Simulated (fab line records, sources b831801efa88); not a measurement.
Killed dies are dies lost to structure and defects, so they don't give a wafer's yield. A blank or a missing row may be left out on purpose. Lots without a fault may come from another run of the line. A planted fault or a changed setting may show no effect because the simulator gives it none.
Problem report in the 8D (eight disciplines) form, filled by code | flow sky130 | the parts of the form that need people (team, actions taken, sign-off) are left out

1. THE PROBLEM
GATE_OXIDE_OXIDATION_00_THK at SKY_GATE_OXIDE_THK_MEAS_02 reads a mean of 9.22 nm on 9 wafers of 3 lots; wafers without a fault read 10.32 nm with a standard deviation of 0.19. That is -5.8 standard deviations from the usual mean.
First seen on wafer L202.3, day 16 18:25, on film_metro-04. The record holds 42 wafers of 14 lots with a number at this step. Rule for "out", or "out of limits": more than 4 standard deviations from the usual mean. The other wafers with a number count as sound.

2. WHAT IT IS AND WHAT IT IS NOT
question                    | is                                          | is not
which readings at this step | GATE_OXIDE_OXIDATION_00_THK                 | -
which lots                  | L202, L203, L204                            | L191, L192, L193, L194, L195, L196, L207, L211, L212, L213, L214
which wafers of those lots  | all that have a number                      | -
read on which gauges        | film_metro-01, film_metro-03, film_metro-04 | -
when                        | from day 16 18:25                           | up to then (18 sound wafers); but 15 sound wafers of L207, L211, L212, L213, L214 came after

3. SUSPECTS, AND WHAT RULES EACH OUT
Counting: a tool at a process step up to the reading stays a suspect if it ran every lot that is out and no sound lot after the first of them.
- the gauge at SKY_GATE_OXIDE_THK_MEAS_02: ruled out. The wafers that are out were read on 3 gauges (film_metro-01, film_metro-03, film_metro-04).
- furnace-01 at SKY_GATE_OXIDE_OXIDATION_01 (stabilise 600 s, purge 300 s, target thk 10.268 nm): ruled out as a lasting fault. Sound lots L214 ran on it after its first lot that is out, L202 (day 16 16:59).
Left after counting: nothing in the record.

4. THE CAUSE (what the simulator had put in)
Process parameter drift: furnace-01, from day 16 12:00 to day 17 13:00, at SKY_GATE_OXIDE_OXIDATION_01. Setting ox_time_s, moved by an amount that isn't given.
Counting ruled it out, wrongly: the rule takes a fault to strike every lot that its tool runs from its start on, and this one did not.

5. THE CHAIN OF EFFECTS, in route order
Each row: a reading whose mean over the struck wafers that have a number lies more than 3 standard deviations from the usual. Only readings for which the record gives a usual standard deviation are gone through. hours: the time from each lot's start at the first step in this table that gives one to its start at this step, as a median over the lots. sigmas: the change in usual standard deviations.
hours | step                       | reading                     | usual    | on struck wafers | change | sigmas
0     | SKY_GATE_OXIDE_THK_MEAS_02 | GATE_OXIDE_OXIDATION_00_THK | 10.32 nm | 9.22             | -1.10  | -5.8

6. WHAT WOULD HAVE CAUGHT IT SOONER
In this record the first reading out of limits at a measuring or inspecting step was taken at day 16 18:25, 6 hours after the fault began at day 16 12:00.
Of the tool readings at SKY_GATE_OXIDE_OXIDATION_01 for which the record gives a usual standard deviation, none was out on any struck wafer, so an alarm limit of 4 standard deviations on them would not have fired.
